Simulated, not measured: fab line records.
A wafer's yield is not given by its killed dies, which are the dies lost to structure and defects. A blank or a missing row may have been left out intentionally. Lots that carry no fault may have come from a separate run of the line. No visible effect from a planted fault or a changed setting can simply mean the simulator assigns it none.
fab line records	flow sky130
[record] lots = 24	wafers = 72	last-day = 50
route steps=708 shown LDD_LDN@296 SD_P@331 LI_CONTACT@376 VIA1@482 METAL5@663
lots untouched by any fault: they come from a run of this same line in which no faults occurred
start-h: start of the lot's first displayed wafer, in hours after the record's first day	wait-h: how many hours have passed since the lot's step before this one	" unchanged from the row above	L1.1+2: a row that stands for several wafers	- no value, or no start was given	* or withheld: withheld	< > ~ a bound
route shown NAME@n: names a module that has steps shown in the file, with the first one's number in the route	usual: mean/standard deviation of fault-free wafers	same: alike in all rows	chamber/n: place in a boat	sites: readings site by site	_std_site: standard deviation across them	_edge_site: inner sites' mean taken away from outer sites' mean	radius-mm: for every site, how far away it sits from the centre of the wafer	mask NAME#n: copy n	behind: the most recent tool/chamber to have shaped the wafer	hold: the reason the lot was held/the length of the hold in hours/how it ended	device: the n, p or np transistor that did not switch	end of line: tests run on the same wafers once the route is complete	a step given without rows: its recipe and nothing more	killed: the dies lost at the first sort to structure and to defects; this is not the yield of the wafer	map: a wafer's dies, marking killed ones x, the rest . and places with no die _
set.NAME: setting as actually run; set.NAME@STEP: the setting as run at that earlier step	model.NAME: the simulator's own value behind a step, which no gauge read
steps of the route over a sample of lots; a table a step, a row a wafer
services: when a tool's chamber went out of use (start-h, in hours from the record's first day, below 0 if earlier), for how many hours, and the reason
[[steps]]
[step SKY_LDD_LDN_OVL_MEAS_07]
[usual] LDD_LDN_OVL = 0.5/1.2
lot.wafer	tool	chamber	start-h	wait-h	LDD_LDN_OVL[nm]
L074.2	overlay-02	-	540.06	0.1	0.5
L074.3	"	-	"	"	1.1
L074.5	"	-	"	"	1.8
L075.1	overlay-02	-	543.42	0.1	2.3
L075.2	"	-	"	"	0.8
L075.3	"	-	"	"	0.4
L076.2	overlay-01	-	546.47	0.1	-1.1
L076.3	"	-	"	"	-1.0
L076.4	"	-	"	"	-1.1
L077.1	overlay-01	-	551.10	0.1	0.1
L077.4	"	-	"	"	-0.4
L077.5	"	-	"	"	2.3
L078.1	overlay-01	-	555.82	0.1	1.3
L078.2	"	-	"	"	1.4
L078.4	"	-	"	"	0.5
L080.2	overlay-01	-	579.52	0.1	-0.1
L080.3	"	-	"	"	1.0
L080.5	"	-	"	"	-0.5
L079.1	overlay-02	-	581.82	0.1	-0.2
L079.2	"	-	"	"	0.4
L079.5	"	-	"	"	1.4
L081.3	overlay-02	-	585.03	0.1	1.6
L081.4	"	-	"	"	1.9
L081.5	"	-	"	"	1.3
L082.3	overlay-02	-	594.88	0.1	0.6
L082.5	"	-	"	"	1.9
L082.6	"	-	"	"	2.1
L083.1	overlay-02	-	604.12	0.1	1.2
L083.2	"	-	"	"	2.5
L083.6	"	-	"	"	0.6
L084.1	overlay-01	-	620.72	0.1	1.6
L084.2	"	-	"	"	1.2
L084.4	"	-	"	"	1.3
L085.1	overlay-01	-	631.96	0.1	0.1
L085.2	"	-	"	"	0.7
L085.6	"	-	"	"	1.1
L086.3	overlay-01	-	634.41	0.1	0.5
L086.4	"	-	"	"	0.3
L086.5	"	-	"	"	-0.2
L087.1	overlay-01	-	645.27	0.1	2.1
L087.3	"	-	"	"	1.8
L087.5	"	-	"	"	1.4
L088.1	overlay-01	-	647.90	0.1	0.3
L088.3	"	-	"	"	2.6
L088.6	"	-	"	"	1.2
L089.1	overlay-02	-	652.82	0.1	-0.1
L089.2	"	-	"	"	0.6
L089.6	"	-	"	"	-1.7
L090.4	overlay-01	-	662.22	0.1	-1.0
L090.5	"	-	"	"	-2.3
L090.6	"	-	"	"	-2.3
L091.2	overlay-02	-	668.07	0.1	0.1
L091.4	"	-	"	"	1.1
L091.6	"	-	"	"	0.1
L092.2	overlay-01	-	683.77	0.1	0.7
L092.3	"	-	"	"	1.1
L092.5	"	-	"	"	0.1
L093.4	overlay-02	-	690.28	0.1	1.1
L093.5	"	-	"	"	0.7
L093.6	"	-	"	"	1.0
L094.2	overlay-01	-	692.96	0.1	-0.6
L094.4	"	-	"	"	0.2
L094.6	"	-	"	"	-1.3
L095.1	overlay-02	-	693.87	0.1	0.3
L095.3	"	-	"	"	-0.1
L095.6	"	-	"	"	1.6
L096.1	overlay-01	-	702.87	0.1	0.6
L096.3	"	-	"	"	1.0
L096.5	"	-	"	"	1.8
L097.1	overlay-02	-	718.20	0.1	-0.4
L097.2	"	-	"	"	-0.2
L097.6	"	-	"	"	-1.4
[step SKY_SD_P_TW_MEAS_11]
[usual] SD_P_TW = 2868/18
lot.wafer	tool	chamber	start-h	wait-h	SD_P_TW
L074.2	film-metro-01	-	601.79	0.1	2885
L074.3	"	-	"	"	2877
L074.5	"	-	"	"	2877
L075.1	film-metro-01	-	604.28	0.1	2877
L075.2	"	-	"	"	2890
L075.3	"	-	"	"	2874
L076.2	film-metro-01	-	609.43	0.1	2885
L076.3	"	-	"	"	2888
L076.4	"	-	"	"	2881
L077.1	film-metro-03	-	612.23	0.1	2843
L077.4	"	-	"	"	2850
L077.5	"	-	"	"	2871
L078.1	film-metro-01	-	616.22	0.1	2878
L078.2	"	-	"	"	2890
L078.4	"	-	"	"	2881
L080.2	film-metro-04	-	639.88	0.1	2836
L080.3	"	-	"	"	2824
L080.5	"	-	"	"	2832
L079.1	film-metro-01	-	641.57	0.1	2853
L079.2	"	-	"	"	2861
L079.5	"	-	"	"	2853
L081.3	film-metro-03	-	646.29	0.1	2854
L081.4	"	-	"	"	2841
L081.5	"	-	"	"	2866
L082.3	film-metro-03	-	654.44	0.1	2881
L082.5	"	-	"	"	2891
L082.6	"	-	"	"	2888
L083.1	film-metro-04	-	664.62	0.1	2859
L083.2	"	-	"	"	2838
L083.6	"	-	"	"	2866
L084.1	film-metro-03	-	680.02	0.1	2865
L084.2	"	-	"	"	2850
L084.4	"	-	"	"	2867
L085.1	film-metro-03	-	692.22	0.1	2862
L085.2	"	-	"	"	2857
L085.6	"	-	"	"	2859
L086.3	film-metro-04	-	695.85	0.1	2869
L086.4	"	-	"	"	2860
L086.5	"	-	"	"	2859
L087.1	film-metro-03	-	702.58	0.1	2891
L087.3	"	-	"	"	2889
L087.5	"	-	"	"	2898
L088.1	film-metro-01	-	706.47	0.1	2873
L088.3	"	-	"	"	2875
L088.6	"	-	"	"	2885
L089.1	film-metro-01	-	711.22	0.1	2866
L089.2	"	-	"	"	2888
L089.6	"	-	"	"	2855
L090.4	film-metro-03	-	721.46	0.1	2880
L090.5	"	-	"	"	2875
L090.6	"	-	"	"	2889
L091.2	film-metro-03	-	725.83	0.1	2865
L091.4	"	-	"	"	2877
L091.6	"	-	"	"	2870
L092.2	film-metro-01	-	741.73	0.1	2868
L092.3	"	-	"	"	2865
L092.5	"	-	"	"	2852
L093.4	film-metro-01	-	749.70	0.1	2876
L093.5	"	-	"	"	2872
L093.6	"	-	"	"	2869
L094.2	film-metro-01	-	751.33	0.1	2891
L094.4	"	-	"	"	2876
L094.6	"	-	"	"	2877
L095.1	film-metro-04	-	754.73	0.1	2836
L095.3	"	-	"	"	2836
L095.6	"	-	"	"	2816
L096.1	film-metro-01	-	761.83	0.1	2868
L096.3	"	-	"	"	2871
L096.5	"	-	"	"	2874
L097.1	film-metro-03	-	774.97	0.1	2882
L097.2	"	-	"	"	2880
L097.6	"	-	"	"	2873
[step SKY_LI_CONTACT_ETCH_14]
[recipe] chemistry = N2/H2	target = BARC	ion-energy-ev = 200	source-w = 500	bias-w = 100	pressure-mtorr = 30	n2-flow-sccm = 100	h2-flow-sccm = 200	stop-on = SiO2	time-s = 45.9	target-depth-a = 600
[usual] drypump-motor-current-A = 5.7/0.51	oes-product-au = 0.854/0.005	throttle-valve-pct = 13.225/0.0097
lot.wafer	tool	chamber	start-h	wait-h	drypump-motor-current-A	oes-product-au	rf-hours-counter-h	throttle-valve-pct
L074.2	rie-diel-02	2	689.46	0.0	6.3	0.849	2	13.237
L074.3	"	1	"	"	6.0	0.858	3	13.236
L074.5	"	1	"	"	6.0	0.859	-	13.220
L075.1	rie-diel-02	2	692.32	0.0	6.3	0.858	2	13.228
L075.2	"	1	"	"	6.0	0.841	3	13.229
L075.3	"	0	"	"	5.9	0.852	3	13.222
L076.2	rie-diel-01	1	696.53	0.0	4.6	0.849	17	13.233
L076.3	"	3	"	"	5.3	0.858	3	13.213
L076.4	"	2	"	"	5.4	0.852	14	13.231
L077.1	rie-diel-03	0	699.38	0.0	6.2	0.853	4	13.225
L077.4	"	2	"	"	5.7	0.850	16	13.235
L077.5	"	2	"	"	5.7	0.849	-	13.212
L078.1	rie-diel-03	1	701.68	0.0	5.7	0.856	2	13.238
L078.2	"	2	"	"	5.7	0.854	16	13.215
L078.4	"	0	"	"	6.2	0.861	4	13.211
L080.2	rie-diel-03	1	725.85	0.0	5.7	0.858	3	13.222
L080.3	"	2	"	"	5.7	0.869	17	13.235
L080.5	"	3	"	"	5.4	0.853	-	13.223
L079.1	rie-diel-01	3	726.98	0.0	5.4	0.853	4	13.225
L079.2	"	0	"	"	6.5	0.852	9	13.215
L079.5	"	3	"	"	5.3	0.849	-	13.222
L081.3	rie-diel-03	0	731.38	0.0	6.1	0.855	5	13.235
L081.4	"	1	"	"	5.7	0.851	3	13.223
L081.5	"	1	"	"	5.7	0.853	-	13.219
L082.3	rie-diel-01	2	738.37	0.0	5.4	0.858	15	13.220
L082.5	"	3	"	"	5.3	0.859	-	13.215
L082.6	"	0	"	"	6.5	0.852	-	13.216
L083.1	rie-diel-01	1	750.77	0.0	4.7	0.859	18	13.227
L083.2	"	2	"	"	5.4	0.855	16	13.236
L083.6	"	0	"	"	6.5	0.849	-	13.217
L084.1	rie-diel-01	1	763.92	0.0	4.7	0.852	18	13.203
L084.2	"	2	"	"	5.4	0.855	16	13.208
L084.4	"	1	"	"	4.6	0.853	-	13.249
L085.1	rie-diel-03	3	775.12	0.0	5.4	0.868	3	13.225
L085.2	"	1	"	"	5.7	0.854	4	13.233
L085.6	"	1	"	"	5.7	0.851	-	13.222
L086.3	rie-diel-01	0	778.76	0.0	6.5	0.853	10	13.215
L086.4	"	1	"	"	4.7	0.853	19	13.223
L086.5	"	3	"	"	5.3	0.840	-	13.222
L087.1	rie-diel-01	0	786.08	0.0	6.5	0.856	10	13.215
L087.3	"	1	"	"	4.7	0.848	19	13.203
L087.5	"	1	"	"	4.6	0.849	-	13.213
L088.1	rie-diel-03	1	789.92	0.0	5.7	0.841	4	13.218
L088.3	"	3	"	"	5.4	0.851	4	13.230
L088.6	"	1	"	"	5.6	0.847	-	13.219
L089.1	rie-diel-01	1	795.13	0.0	4.7	0.845	19	13.230
L089.2	"	3	"	"	5.3	0.854	6	13.228
L089.6	"	3	"	"	5.3	0.842	-	13.238
L090.4	rie-diel-02	0	804.97	0.0	5.9	0.861	6	13.228
L090.5	"	0	"	"	5.9	0.862	-	13.241
L090.6	"	1	"	"	6.0	0.863	-	13.221
L091.2	rie-diel-03	0	808.77	0.0	6.2	0.855	6	13.218
L091.4	"	3	"	"	5.3	0.856	4	13.209
L091.6	"	0	"	"	6.2	0.853	-	13.232
L092.2	rie-diel-03	3	822.72	0.0	5.4	0.849	4	13.217
L092.3	"	0	"	"	6.1	0.856	6	13.233
L092.5	"	0	"	"	6.1	0.856	-	13.236
L093.4	rie-diel-03	3	831.24	0.0	5.4	0.857	5	13.210
L093.5	"	3	"	"	5.4	0.855	-	13.223
L093.6	"	2	"	"	5.7	0.856	-	13.224
L094.2	rie-diel-01	0	833.22	0.0	6.5	0.855	12	13.217
L094.4	"	2	"	"	5.3	0.860	18	13.221
L094.6	"	2	"	"	5.3	0.853	-	13.212
L095.1	rie-diel-02	3	840.11	0.0	6.2	0.847	16	13.209
L095.3	"	0	"	"	5.9	0.858	7	13.219
L095.6	"	1	"	"	6.0	0.857	-	13.226
L096.1	rie-diel-01	1	842.76	0.0	4.6	0.859	21	13.223
L096.3	"	3	"	"	5.3	0.858	7	13.219
L096.5	"	1	"	"	4.7	0.855	-	13.231
L097.1	rie-diel-03	3	854.54	0.0	5.4	0.856	5	13.235
L097.2	"	1	"	"	5.7	0.849	6	13.242
L097.6	"	3	"	"	5.3	0.850	-	13.218
[step SKY_LI_CONTACT_CVD_21]
[recipe] material = W	target-thk-nm = 400	time-s = 120.56	temp-c = 400	pressure-torr = 40
[usual] chamber-pressure-Torr = 40.01/0.11	heater-power-w = 850/86
lot.wafer	tool	chamber	start-h	wait-h	chamber-pressure-Torr	heater-power-w
L074.2	cvd-w-02	1	690.02	0.0	40.22	761
L074.3	"	1	"	"	40.03	736
L074.5	"	1	"	"	39.89	735
L075.1	cvd-w-02	0	693.06	0.0	39.79	949
L075.2	"	1	"	"	39.99	731
L075.3	"	1	"	"	40.01	743
L076.2	cvd-w-02	1	697.09	0.0	40.01	737
L076.3	"	1	"	"	40.11	734
L076.4	"	0	"	"	39.88	946
L077.1	cvd-w-02	0	699.96	0.0	40.16	951
L077.4	"	0	"	"	40.12	923
L077.5	"	0	"	"	40.15	955
L078.1	cvd-w-01	1	702.24	0.0	40.03	884
L078.2	"	0	"	"	39.88	853
L078.4	"	0	"	"	40.05	827
L080.2	cvd-w-02	0	726.43	0.0	39.91	960
L080.3	"	1	"	"	40.11	754
L080.5	"	0	"	"	40.07	946
L079.1	cvd-w-01	1	727.56	0.0	40.13	878
L079.2	"	0	"	"	40.13	842
L079.5	"	1	"	"	40.04	883
L081.3	cvd-w-01	0	731.98	0.1	39.99	849
L081.4	"	1	"	"	40.03	874
L081.5	"	1	"	"	39.97	886
L082.3	cvd-w-02	0	738.97	0.1	40.11	939
L082.5	"	1	"	"	40.18	764
L082.6	"	0	"	"	40.16	921
L083.1	cvd-w-02	1	751.33	0.0	39.99	751
L083.2	"	0	"	"	39.94	963
L083.6	"	0	"	"	40.01	911
L084.1	cvd-w-01	0	764.50	0.0	39.85	835
L084.2	"	1	"	"	40.17	896
L084.4	"	0	"	"	40.04	845
L085.1	cvd-w-02	1	775.68	0.0	40.09	752
L085.2	"	0	"	"	39.82	922
L085.6	"	0	"	"	39.99	955
L086.3	cvd-w-02	1	779.38	0.1	39.94	731
L086.4	"	0	"	"	39.93	947
L086.5	"	0	"	"	40.04	972
L087.1	cvd-w-02	0	786.64	0.0	40.08	956
L087.3	"	0	"	"	40.01	951
L087.5	"	0	"	"	39.91	951
L088.1	cvd-w-02	1	790.48	0.0	40.02	733
L088.3	"	0	"	"	39.87	952
L088.6	"	1	"	"	40.05	744
L089.1	cvd-w-02	1	795.69	0.0	40.10	754
L089.2	"	0	"	"	40.19	956
L089.6	"	1	"	"	39.96	743
L090.4	cvd-w-02	1	805.59	0.1	39.90	741
L090.5	"	0	"	"	40.12	972
L090.6	"	1	"	"	40.22	750
L091.2	cvd-w-02	0	809.35	0.0	40.14	927
L091.4	"	0	"	"	40.12	958
L091.6	"	0	"	"	40.05	957
L092.2	cvd-w-01	0	823.30	0.0	40.06	837
L092.3	"	0	"	"	40.05	836
L092.5	"	1	"	"	39.81	900
L093.4	cvd-w-01	1	831.84	0.1	40.07	865
L093.5	"	0	"	"	39.90	810
L093.6	"	1	"	"	39.98	893
L094.2	cvd-w-01	1	833.78	0.0	40.03	879
L094.4	"	0	"	"	40.03	845
L094.6	"	1	"	"	40.04	884
L095.1	cvd-w-01	0	840.67	0.0	40.05	843
L095.3	"	0	"	"	40.04	848
L095.6	"	1	"	"	40.03	897
L096.1	cvd-w-02	0	843.32	0.0	39.94	944
L096.3	"	0	"	"	40.06	965
L096.5	"	1	"	"	39.88	739
L097.1	cvd-w-02	1	855.09	0.0	40.11	738
L097.2	"	0	"	"	39.83	940
L097.6	"	0	"	"	39.95	931
[step SKY_VIA1_CMP_24]
[recipe] stop-on = SiO2	t-overpolish-s = 15	down-force-psi = 3.5	platen-rpm = 60	target-thk-nm = 0	pad-velocity-m-s = 0.94248
[usual] motor-current-A = 10.7/1	overpolish-run-s = 14.999/0.009	time-to-endpoint-s = 65/3.1
lot.wafer	tool	chamber	start-h	wait-h	motor-current-A	overpolish-run-s	time-to-endpoint-s
L074.2	cmp-01	2	805.44	0.2	10.2	14.988	67
L074.3	"	3	"	"	12.0	15.014	64
L074.5	"	1	"	"	12.0	14.996	67
L075.3	cmp-02	3	808.85	0.0	10.3	15.001	66
L075.1	"	0	"	"	9.4	14.998	62
L075.2	"	2	"	"	11.3	15.021	66
L076.4	cmp-01	1	811.78	0.0	11.6	15.004	68
L076.2	"	3	"	"	12.5	14.990	66
L076.3	"	0	"	"	9.6	14.990	63
L077.4	cmp-01	1	814.15	0.1	11.4	15.008	64
L077.1	"	2	"	"	10.6	15.006	68
L077.5	"	3	"	"	12.5	14.983	63
L078.1	cmp-01	0	816.66	0.1	9.3	14.998	62
L078.4	"	1	"	"	10.6	14.989	66
L078.2	"	2	"	"	10.4	14.999	65
L080.3	cmp-02	2	838.85	0.1	11.2	15.009	66
L080.2	"	3	"	"	10.5	15.000	66
L080.5	"	2	"	"	11.5	15.006	66
L079.1	cmp-01	2	840.56	0.1	10.2	14.997	65
L079.2	"	1	"	"	12.1	15.008	64
L079.5	"	3	"	"	11.8	14.982	64
L081.4	cmp-01	2	845.65	0.0	10.5	14.991	69
L081.3	"	0	"	"	9.8	15.007	65
L081.5	"	2	"	"	10.0	15.002	68
L082.3	cmp-01	3	852.59	0.1	12.5	14.989	65
L082.5	"	1	"	"	11.2	15.002	67
L082.6	"	2	"	"	10.0	14.996	71
L083.2	cmp-02	1	864.47	0.1	10.5	14.999	60
L083.1	"	3	"	"	10.7	14.991	64
L083.6	"	0	"	"	10.1	15.014	61
L084.4	cmp-02	1	875.59	0.1	10.6	15.007	63
L084.2	"	2	"	"	11.6	15.007	62
L084.1	"	3	"	"	10.2	14.992	65
L085.2	cmp-01	3	885.86	0.1	12.0	14.986	68
L085.1	"	0	"	"	10.0	15.003	66
L085.6	"	1	"	"	12.2	15.000	70
L086.4	cmp-02	3	891.15	0.0	10.6	14.993	66
L086.3	"	1	"	"	10.9	15.003	64
L086.5	"	3	"	"	10.3	15.003	65
L087.1	cmp-01	2	897.42	0.1	10.7	15.000	72
L087.3	"	0	"	"	9.5	14.997	67
L087.5	"	1	"	"	11.6	15.004	70
L088.1	cmp-02	2	900.58	0.2	11.7	14.996	64
L088.3	"	0	"	"	9.5	14.969	60
L088.6	"	1	"	"	10.7	14.996	63
L089.2	cmp-02	2	905.39	0.1	11.1	14.999	68
L089.1	"	3	"	"	10.5	15.003	65
L089.6	"	1	"	"	10.2	14.992	61
L090.4	cmp-01	1	916.05	0.1	11.5	14.985	66
L090.5	"	0	"	"	9.4	14.998	63
L090.6	"	1	"	"	12.2	15.010	64
L091.4	cmp-01	0	918.97	0.1	9.4	15.009	63
L091.2	"	1	"	"	11.5	15.008	66
L091.6	"	3	"	"	12.6	15.025	67
L092.2	cmp-01	0	932.37	0.1	9.5	15.007	66
L092.3	"	1	"	"	12.2	14.991	69
L092.5	"	3	"	"	11.5	15.005	68
L093.4	cmp-02	2	940.84	0.1	11.9	14.993	63
L093.6	"	1	"	"	11.0	14.998	56
L093.5	"	2	"	"	11.8	14.998	65
L094.4	cmp-02	0	941.74	0.0	9.0	15.006	58
L094.2	"	2	"	"	10.9	14.988	65
L094.6	"	1	"	"	10.4	14.990	63
L095.3	cmp-01	3	949.09	0.1	12.0	14.998	63
L095.1	"	1	"	"	12.1	15.010	65
L095.6	"	2	"	"	10.2	14.995	68
L096.1	cmp-02	2	950.99	0.1	11.8	14.989	65
L096.3	"	3	"	"	10.6	14.998	63
L096.5	"	3	"	"	10.3	15.006	65
L097.1	cmp-01	3	962.20	0.1	12.1	15.010	58
L097.2	"	0	"	"	9.5	14.982	62
L097.6	"	2	"	"	9.9	14.990	66
[step SKY_METAL5_SPUTTER_02]
[recipe] material = AlCu	target-thk-nm = 1150	power-w = 10600	time-s = 61.2	chamber-pressure-pa = 0.4
[usual] throttle-valve-pct = 30.3/1.4
lot.wafer	tool	chamber	start-h	wait-h	throttle-valve-pct
L074.2	pvd-sputter-04	-	1015.80	0.0	29.5
L074.3	"	-	"	"	31.6
L074.5	"	-	"	"	31.6
L075.1	pvd-sputter-02	-	1019.59	0.0	30.0
L075.2	"	-	"	"	26.4
L075.3	"	-	"	"	29.8
L076.2	pvd-sputter-04	-	1021.79	0.0	31.2
L076.3	"	-	"	"	31.7
L076.4	"	-	"	"	31.6
L077.1	pvd-sputter-04	-	1022.75	0.0	31.2
L077.4	"	-	"	"	31.6
L077.5	"	-	"	"	31.8
L078.1	pvd-sputter-01	-	1025.38	0.0	31.1
L078.2	"	-	"	"	31.2
L078.4	"	-	"	"	30.7
L080.2	pvd-sputter-02	-	1044.55	0.0	26.9
L080.3	"	-	"	"	29.7
L080.5	"	-	"	"	30.2
L079.1	pvd-sputter-04	-	1046.28	0.0	29.4
L079.2	"	-	"	"	31.3
L079.5	"	-	"	"	31.6
L081.3	pvd-sputter-04	-	1050.21	0.0	31.1
L081.4	"	-	"	"	29.8
L081.5	"	-	"	"	29.5
L082.3	pvd-sputter-04	-	1056.49	0.0	31.4
L082.5	"	-	"	"	31.2
L082.6	"	-	"	"	31.4
L083.1	pvd-sputter-04	-	1067.45	0.0	31.0
L083.2	"	-	"	"	31.8
L083.6	"	-	"	"	29.6
L084.1	pvd-sputter-02	-	1074.46	0.0	29.9
L084.2	"	-	"	"	29.8
L084.4	"	-	"	"	30.0
L085.1	pvd-sputter-02	-	1084.52	0.0	30.0
L085.2	"	-	"	"	29.4
L085.6	"	-	"	"	26.9
L086.3	pvd-sputter-04	-	1087.95	0.0	31.2
L086.4	"	-	"	"	31.6
L086.5	"	-	"	"	31.5
L087.1	pvd-sputter-04	-	1094.30	0.0	31.1
L087.3	"	-	"	"	29.6
L087.5	"	-	"	"	31.6
L088.1	pvd-sputter-02	-	1094.99	0.0	26.7
L088.3	"	-	"	"	29.5
L088.6	"	-	"	"	26.9
L089.1	pvd-sputter-04	-	1099.10	0.0	31.4
L089.2	"	-	"	"	31.4
L089.6	"	-	"	"	29.5
L090.4	pvd-sputter-01	-	1107.99	0.0	31.0
L090.5	"	-	"	"	31.7
L090.6	"	-	"	"	30.9
L091.2	pvd-sputter-02	-	1112.12	0.0	29.9
L091.4	"	-	"	"	29.5
L091.6	"	-	"	"	29.5
L092.2	pvd-sputter-01	-	1121.17	0.0	30.4
L092.3	"	-	"	"	31.1
L092.5	"	-	"	"	31.0
L093.4	pvd-sputter-04	-	1128.86	0.0	31.6
L093.5	"	-	"	"	31.7
L093.6	"	-	"	"	31.0
L094.2	pvd-sputter-02	-	1130.09	0.0	29.7
L094.4	"	-	"	"	29.4
L094.6	"	-	"	"	26.7
L095.1	pvd-sputter-04	-	1135.60	0.0	31.6
L095.3	"	-	"	"	31.5
L095.6	"	-	"	"	31.4
L096.1	pvd-sputter-02	-	1137.27	0.0	29.7
L096.3	"	-	"	"	29.8
L096.5	"	-	"	"	26.8
L097.1	pvd-sputter-01	-	1145.43	0.0	30.5
L097.2	"	-	"	"	31.5
L097.6	"	-	"	"	31.7
[[services]]
tool	chamber	start-h	hours	kind
rie-diel-03	3	671.44	4.5	repair
cmp-01	-	677.80	4.7	repair
rie-diel-01	3	707.12	5.3	repair
cmp-01	-	707.84	0.8	repair
rie-diel-01	1	725.79	14.4	repair
rie-diel-03	2	743.67	3.1	repair
rie-diel-01	0	757.15	8.7	repair
cvd-w-02	-	771.06	1.6	repair
cmp-01	-	773.26	1.7	repair
rie-diel-03	2	774.95	2.6	repair
cvd-w-02	-	779.96	0.8	repair
cmp-01	-	822.94	3.6	pm
cmp-01	-	831.97	3.4	repair
cmp-01	-	854.05	3.3	pm
pvd-sputter-04	-	886.14	12.2	repair
pvd-sputter-04	-	902.64	3.2	repair
cvd-w-02	-	904.00	14.0	pm
cmp-01	-	912.00	4.0	pm
cvd-w-02	-	961.55	14.6	pm
cvd-w-02	-	997.14	1.5	repair
cmp-01	-	1034.17	7.4	repair
pvd-sputter-04	-	1035.10	1.0	repair
cmp-01	-	1067.83	1.2	repair
cmp-01	-	1120.98	1.0	repair
[[key]]
fault none
